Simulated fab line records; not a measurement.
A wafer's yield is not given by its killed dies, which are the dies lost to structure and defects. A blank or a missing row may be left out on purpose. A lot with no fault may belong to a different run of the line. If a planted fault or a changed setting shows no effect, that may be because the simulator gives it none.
fab line records -- flow sky130
record: lots: 14, wafers: 42, lastDay: 50
route steps=708 shown VT_ADJUST_HVTR@142 LDD_LDN@294 SD_N@354
lots with no fault: from the same line, run without faults
startH: hours from the record's first day to the start of the lot's first wafer shown -- waitH: hours from the lot's prior step to this one -- " unchanged from the row above -- L1.1+2: a single row standing in for several wafers -- - no value, or no start given -- * or withheld: withheld -- < > ~ a bound
route shown NAME@n: NAME is a module with steps in the file, n the number in the route of the first one -- usual: the fault-free wafers' mean and standard deviation -- same: alike in all rows -- chamber/n: place in a boat -- sites: the reading at each site -- _std_site: standard deviation of those values -- _edge_site: inner sites' mean taken away from outer sites' mean -- radiusMm: how far each site lies from the wafer's centre -- mask NAME#n: copy n -- behind: the most recent tool/chamber to have shaped the wafer -- hold: reason for holding the lot/hours on hold/outcome of the hold -- device: transistor that didn't switch, given as n, p or np -- end of line: the tests these same wafers got at the end of their route -- a step with no rows: only its recipe -- killed: not the wafer's yield, but the dies lost to structure and defects at the first sort -- map: a wafer's dies, marking killed ones x, the rest . and places with no die _
set.NAME: the setting the step ran with; set.NAME@STEP: the setting that earlier step ran with -- model.NAME: the simulator's own value behind a step, which no gauge read
the route's steps for a sample of lots (tables are steps, rows are wafers)
services: a tool's chamber out of use, with start hour (startH, from the record's first day; less than 0 if before it), hours out, and reason
== steps ==
step: SKY_VT_ADJUST_HVTR_TW_MEAS_11
usual: VT_ADJUST_HVTR_TW: 210.8/0.97
lot.wafer,tool,chamber,startH,waitH,VT_ADJUST_HVTR_TW
L388.2,filmMetro-04,-,209.71,0.1,208.7
L388.3,filmMetro-04,-,209.71,0.1,209.6
L388.4,filmMetro-04,-,209.71,0.1,210.1
L394.3,filmMetro-03,-,254.39,0.1,211.5
L394.4,filmMetro-03,-,254.39,0.1,211.9
L394.6,filmMetro-03,-,254.39,0.1,212.4
L395.1,filmMetro-03,-,258.87,0.1,211.4
L395.3,filmMetro-03,-,258.87,0.1,211.4
L395.4,filmMetro-03,-,258.87,0.1,211.2
L396.1,filmMetro-03,-,266.30,0.1,210.6
L396.3,filmMetro-03,-,266.30,0.1,209.7
L396.5,filmMetro-03,-,266.30,0.1,210.1
L397.2,filmMetro-04,-,278.38,0.1,210.9
L397.4,filmMetro-04,-,278.38,0.1,210.1
L397.6,filmMetro-04,-,278.38,0.1,211.3
L398.1,filmMetro-04,-,282.17,0.1,211.4
L398.2,filmMetro-04,-,282.17,0.1,211.2
L398.6,filmMetro-04,-,282.17,0.1,212.2
L399.1,filmMetro-01,-,295.07,0.1,210.9
L399.4,filmMetro-01,-,295.07,0.1,210.1
L399.5,filmMetro-01,-,295.07,0.1,210.5
L400.3,filmMetro-01,-,302.44,0.1,211.3
L400.4,filmMetro-01,-,302.44,0.1,211.6
L400.5,filmMetro-01,-,302.44,0.1,212.1
L403.1,filmMetro-03,-,319.82,0.1,209.6
L403.2,filmMetro-03,-,319.82,0.1,209.7
L403.4,filmMetro-03,-,319.82,0.1,209.4
L405.1,filmMetro-04,-,343.07,0.1,212.2
L405.2,filmMetro-04,-,343.07,0.1,212.7
L405.5,filmMetro-04,-,343.07,0.1,212.1
L406.2,filmMetro-04,-,352.13,0.1,211.8
L406.5,filmMetro-04,-,352.13,0.1,210.5
L406.6,filmMetro-04,-,352.13,0.1,211.2
L407.1,filmMetro-03,-,353.80,0.1,211.5
L407.5,filmMetro-03,-,353.80,0.1,211.2
L407.6,filmMetro-03,-,353.80,0.1,210.4
L408.3,filmMetro-03,-,359.87,0.1,210.9
L408.4,filmMetro-03,-,359.87,0.1,211.2
L408.6,filmMetro-03,-,359.87,0.1,210.3
L409.2,filmMetro-04,-,367.41,0.1,209.9
L409.4,filmMetro-04,-,367.41,0.1,209.9
L409.5,filmMetro-04,-,367.41,0.1,210.4
step: SKY_LDD_LDN_PEB_05
recipe: tempC: withheld, timeS: *, resist: NOVOLAK
usual: chillPlateTempC: *, exhaustPa: 45.1/1
lot.wafer,tool,chamber,startH,waitH,chillPlateTempC,exhaustPa
L388.2,lithoTrack-01,0,538.92,-,*,47.1
L388.3,lithoTrack-01,0,538.92,-,*,45.0
L388.4,lithoTrack-01,0,538.92,-,*,45.4
L394.3,lithoTrack-04,0,590.36,-,*,44.4
L394.4,lithoTrack-04,0,590.36,-,*,45.5
L394.6,lithoTrack-04,0,590.36,-,*,44.3
L395.1,lithoTrack-01,0,591.15,-,*,44.6
L395.3,lithoTrack-01,0,591.15,-,*,44.6
L395.4,lithoTrack-01,0,591.15,-,*,44.4
L396.1,lithoTrack-04,-,595.51,-,-,-
L396.3,lithoTrack-04,-,595.51,-,-,-
L396.5,lithoTrack-04,-,595.51,-,-,-
L397.2,lithoTrack-03,-,610.25,-,-,-
L397.4,lithoTrack-03,-,610.25,-,-,-
L397.6,lithoTrack-03,-,610.25,-,-,-
L398.1,lithoTrack-01,0,616.15,-,*,45.2
L398.2,lithoTrack-01,0,616.15,-,*,46.1
L398.6,lithoTrack-01,0,616.15,-,*,45.5
L399.1,lithoTrack-01,0,629.55,-,*,44.8
L399.4,lithoTrack-01,0,629.55,-,*,45.4
L399.5,lithoTrack-01,0,629.55,-,*,45.9
L400.3,lithoTrack-04,0,637.41,-,*,45.3
L400.4,lithoTrack-04,0,637.41,-,*,44.6
L400.5,lithoTrack-04,0,637.41,-,*,46.8
L403.1,lithoTrack-04,0,658.36,-,*,45.6
L403.2,lithoTrack-04,0,658.36,-,*,46.5
L403.4,lithoTrack-04,0,658.36,-,*,46.5
L405.1,lithoTrack-01,0,684.40,-,*,44.2
L405.2,lithoTrack-01,0,684.40,-,*,45.8
L405.5,lithoTrack-01,0,684.40,-,*,44.7
L406.2,lithoTrack-04,0,693.23,-,*,44.1
L406.5,lithoTrack-04,0,693.23,-,*,44.9
L406.6,lithoTrack-04,0,693.23,-,*,44.3
L407.1,lithoTrack-04,0,694.41,-,*,44.6
L407.5,lithoTrack-04,0,694.41,-,*,43.3
L407.6,lithoTrack-04,0,694.41,-,*,44.8
L408.3,lithoTrack-03,0,701.38,-,*,45.6
L408.4,lithoTrack-03,0,701.38,-,*,46.6
L408.6,lithoTrack-03,0,701.38,-,*,45.0
L409.2,lithoTrack-01,0,708.82,-,*,46.2
L409.4,lithoTrack-01,0,708.82,-,*,46.1
L409.5,lithoTrack-01,0,708.82,-,*,45.4
step: SKY_SD_N_TW_MEAS_12
usual: SD_N_TW: 4004/37
lot.wafer,tool,chamber,startH,waitH,SD_N_TW
L388.2,filmMetro-03,-,660.31,0.1,3924
L388.3,filmMetro-03,-,660.31,0.1,3949
L388.4,filmMetro-03,-,660.31,0.1,3946
L394.3,filmMetro-02,-,708.47,0.1,4054
L394.4,filmMetro-02,-,708.47,0.1,4052
L394.6,filmMetro-02,-,708.47,0.1,4045
L395.1,filmMetro-04,-,710.10,0.1,3999
L395.3,filmMetro-04,-,710.10,0.1,4023
L395.4,filmMetro-04,-,710.10,0.1,4022
L396.1,filmMetro-02,-,714.23,0.1,4059
L396.3,filmMetro-02,-,714.23,0.1,4057
L396.5,filmMetro-02,-,714.23,0.1,4035
L397.2,filmMetro-04,-,727.68,0.1,3972
L397.4,filmMetro-04,-,727.68,0.1,3990
L397.6,filmMetro-04,-,727.68,0.1,3978
L398.1,filmMetro-04,-,733.38,0.1,3960
L398.2,filmMetro-04,-,733.38,0.1,3974
L398.6,filmMetro-04,-,733.38,0.1,3985
L399.1,filmMetro-02,-,744.73,0.1,4044
L399.4,filmMetro-02,-,744.73,0.1,4046
L399.5,filmMetro-02,-,744.73,0.1,4062
L400.3,filmMetro-03,-,753.39,0.1,4005
L400.4,filmMetro-03,-,753.39,0.1,3997
L400.5,filmMetro-03,-,753.39,0.1,3991
L403.1,filmMetro-02,-,772.43,0.1,4023
L403.2,filmMetro-02,-,772.43,0.1,4007
L403.4,filmMetro-02,-,772.43,0.1,4038
L405.1,filmMetro-04,-,797.95,0.1,4028
L405.2,filmMetro-04,-,797.95,0.1,4013
L405.5,filmMetro-04,-,797.95,0.1,4010
L406.2,filmMetro-02,-,805.31,0.1,4045
L406.5,filmMetro-02,-,805.31,0.1,4053
L406.6,filmMetro-02,-,805.31,0.1,4049
L407.1,filmMetro-04,-,806.09,0.1,3999
L407.5,filmMetro-04,-,806.09,0.1,3997
L407.6,filmMetro-04,-,806.09,0.1,3990
L408.3,filmMetro-04,-,811.50,0.1,4022
L408.4,filmMetro-04,-,811.50,0.1,3986
L408.6,filmMetro-04,-,811.50,0.1,3992
L409.2,filmMetro-03,-,818.68,0.1,3946
L409.4,filmMetro-03,-,818.68,0.1,3975
L409.5,filmMetro-03,-,818.68,0.1,3963
step: SKY_SD_N_RS_MEAS_16
recipe: thkMeasGauge: four-point-probe
usual: SD_N_RS: 68.57/0.11
lot.wafer,tool,chamber,startH,waitH,SD_N_RS[ohm/sq]
L388.2,filmMetro-04,-,660.61,0.1,68.76
L388.3,filmMetro-04,-,660.61,0.1,68.59
L388.4,filmMetro-04,-,660.61,0.1,68.76
L394.3,filmMetro-03,-,708.78,0.1,68.47
L394.4,filmMetro-03,-,708.78,0.1,68.62
L394.6,filmMetro-03,-,708.78,0.1,68.59
L395.1,filmMetro-02,-,710.39,0.1,68.43
L395.3,filmMetro-02,-,710.39,0.1,68.42
L395.4,filmMetro-02,-,710.39,0.1,68.42
L396.1,filmMetro-03,-,714.51,0.1,68.50
L396.3,filmMetro-03,-,714.51,0.1,68.62
L396.5,filmMetro-03,-,714.51,0.1,68.47
L397.2,filmMetro-02,-,727.97,0.1,68.53
L397.4,filmMetro-02,-,727.97,0.1,68.47
L397.6,filmMetro-02,-,727.97,0.1,68.49
L398.1,filmMetro-02,-,733.66,0.1,68.56
L398.2,filmMetro-02,-,733.66,0.1,68.35
L398.6,filmMetro-02,-,733.66,0.1,68.58
L399.1,filmMetro-03,-,745.01,0.1,68.70
L399.4,filmMetro-03,-,745.01,0.1,68.68
L399.5,filmMetro-03,-,745.01,0.1,68.60
L400.3,filmMetro-03,-,753.76,0.1,68.65
L400.4,filmMetro-03,-,753.76,0.1,68.49
L400.5,filmMetro-03,-,753.76,0.1,68.48
L403.1,filmMetro-04,-,772.71,0.1,68.38
L403.2,filmMetro-04,-,772.71,0.1,68.55
L403.4,filmMetro-04,-,772.71,0.1,68.76
L405.1,filmMetro-04,-,798.24,0.1,68.60
L405.2,filmMetro-04,-,798.24,0.1,68.67
L405.5,filmMetro-04,-,798.24,0.1,68.70
L406.2,filmMetro-04,-,805.61,0.1,68.61
L406.5,filmMetro-04,-,805.61,0.1,68.49
L406.6,filmMetro-04,-,805.61,0.1,68.51
L407.1,filmMetro-03,-,806.38,0.1,68.63
L407.5,filmMetro-03,-,806.38,0.1,68.57
L407.6,filmMetro-03,-,806.38,0.1,68.69
L408.3,filmMetro-03,-,811.81,0.1,68.76
L408.4,filmMetro-03,-,811.81,0.1,68.56
L408.6,filmMetro-03,-,811.81,0.1,68.51
L409.2,filmMetro-02,-,818.97,0.1,68.53
L409.4,filmMetro-02,-,818.97,0.1,68.43
L409.5,filmMetro-02,-,818.97,0.1,68.42
== services ==
tool,chamber,startH,hours,kind
lithoTrack-04,-,582.66,-,consumableReplace:filter
== key ==
firstSign: step: SKY_LDD_LDN_PEB_05, reading: toolRecord, direction: missing
effect none on later readings
metAt SKY_LDD_LDN_PEB_05
struckLots L396,L397
sortLeftOut L396.1,L396.3,L396.5,L397.2,L397.4,L397.6
testerLeftOut L396,L397
notActingAt SKY_VT_ADJUST_HVTR_TW_MEAS_11,SKY_SD_N_TW_MEAS_12,SKY_SD_N_RS_MEAS_16
onsetBetween 590.36 595.51
fault: kind: skippedStepWhole, tool: lithoTrack-03,lithoTrack-04, chamber: -, onsetH: 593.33, steps: SKY_LDD_LDN_PEB_05, scope: struckLotsOnly
testerLeftOut: of these lots the tester's yield and bins aren't shown, on N5 and GAA mostly nor the transistor test; their killed dies are dies lost to structure and defects alone, not to doping, threshold or leakage, so they don't give the yield
sortLeftOut: the simulated sort isn't trusted on such a fault, so these wafers' sort isn't shown, and their yield isn't known
